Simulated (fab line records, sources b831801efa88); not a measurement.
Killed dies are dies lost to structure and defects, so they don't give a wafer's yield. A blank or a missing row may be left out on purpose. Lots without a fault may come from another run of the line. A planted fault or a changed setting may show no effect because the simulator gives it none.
Which tool did it? | flow sfq_line | 7 lots, 21 wafers sampled, at 1 step of a route of 325

WHAT THE GAUGES READ, wafer by wafer
SFQ_M2_OVL_MEAS_916.
lot  | measured     | on         | M2_OVL (nm)
L736 | day 18 09:32 | overlay-02 | 2 1 4
L738 | day 19 11:57 | overlay-01 | -2 1 -4
L741 | day 20 15:05 | overlay-01 | -6 1 -2
L743 | day 21 07:54 | overlay-02 | -4 -2 1
L746 | day 21 22:17 | overlay-02 | 0 -5 3
L753 | day 24 09:49 | overlay-01 | 0 1 2
L756 | day 25 12:01 | overlay-02 | 1 -4 -3

WHICH TOOL RAN EACH LOT (tool, then ch and the chambers of the sampled wafers, then the start)
The record holds no process step before these readings.

THE ANSWER, worked out from the rows above alone
Rule: what is usual is taken from the lots themselves. Put in order of their means at a reading, lots are off if they are a third of the lots or fewer, leave a main group of 4 or more, and stand apart from it by a gap of 3 or more times the standard deviation of the main group's means; of several such gaps the widest counts. A main group whose means are all the same, to the digits that the tables above print for the reading, isn't used. A lot without any number at a reading at which 4 lots or more have one is off too. The other lots that the step has rows for count as sound.
No lot is off at any reading shown: from this, nothing can be told.

WHAT THE SIMULATOR HAD PUT IN
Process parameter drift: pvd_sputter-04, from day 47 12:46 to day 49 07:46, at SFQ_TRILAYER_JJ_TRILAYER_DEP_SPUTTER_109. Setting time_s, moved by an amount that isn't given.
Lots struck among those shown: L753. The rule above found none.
